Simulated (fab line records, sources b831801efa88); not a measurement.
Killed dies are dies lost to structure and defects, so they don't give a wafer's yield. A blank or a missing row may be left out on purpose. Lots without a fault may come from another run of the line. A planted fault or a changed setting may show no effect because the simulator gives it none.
Which tool did it? | flow sky130 | 12 lots, 36 wafers sampled, at 2 steps of a route of 708

WHAT THE GAUGES READ, wafer by wafer
SKY_CONTACT_CD_MEAS_14: target cd 170 nm.
lot  | measured     | on        | cd_nm (nm)
L075 | day 31 12:53 | cd_sem-01 | 171.4 170.9 171.6
L077 | day 32 22:01 | cd_sem-02 | 172.2 173.3 173.1
L078 | day 33 14:38 | cd_sem-02 | 169.0 168.8 170.4
L081 | day 34 06:47 | cd_sem-01 | 171.4 170.6 172.6
L083 | day 34 08:54 | cd_sem-02 | 170.5 170.4 171.1
L085 | day 35 07:35 | cd_sem-02 | 171.3 169.4 170.9
L088 | day 36 06:49 | cd_sem-02 | 168.4 169.4 169.5
L089 | day 36 13:24 | cd_sem-01 | 171.7 170.0 172.3
L092 | day 37 17:23 | cd_sem-02 | 170.7 173.0 171.5
L093 | day 37 22:40 | cd_sem-02 | 172.0 172.5 171.8
L095 | day 38 09:40 | cd_sem-02 | 174.1 173.4 175.0
L097 | day 38 18:30 | cd_sem-02 | 169.3 170.1 172.3

WHICH TOOL RAN EACH LOT (tool, then ch and the chambers of the sampled wafers, then the start)
lot  | SKY_LDD_LDN_STRIP_12
L075 | plasma_asher-01 ch 0,1, day 22 19:51
L077 | plasma_asher-04 ch 0,1, day 24 06:37
L078 | plasma_asher-01 ch 0,1, day 25 01:37
L081 | plasma_asher-03 ch 0,1, day 25 19:25
L083 | plasma_asher-03 ch 0,1, day 25 21:28
L085 | plasma_asher-04 ch 0,1, day 26 23:27
L088 | plasma_asher-04 ch 0,1, day 27 21:24
L089 | plasma_asher-04 ch 0,1, day 28 08:58
L092 | plasma_asher-01 ch 0,1, day 29 16:43
L093 | plasma_asher-03 ch 1, day 29 19:08
L095 | plasma_asher-03 ch 0,1, day 30 09:07
L097 | plasma_asher-04 ch 0,1, day 30 16:28
- SKY_LDD_LDN_STRIP_12: strips in O2/N2.

THE ANSWER, worked out from the rows above alone
Rule: what is usual is taken from the lots themselves. Put in order of their means at a reading, lots are off if they are a third of the lots or fewer, leave a main group of 4 or more, and stand apart from it by a gap of 3 or more times the standard deviation of the main group's means; of several such gaps the widest counts. A main group whose means are all the same, to the digits that the tables above print for the reading, isn't used. A lot without any number at a reading at which 4 lots or more have one is off too. The other lots that the step has rows for count as sound.
No lot is off at any reading shown: from this, nothing can be told.

WHAT THE SIMULATOR HAD PUT IN
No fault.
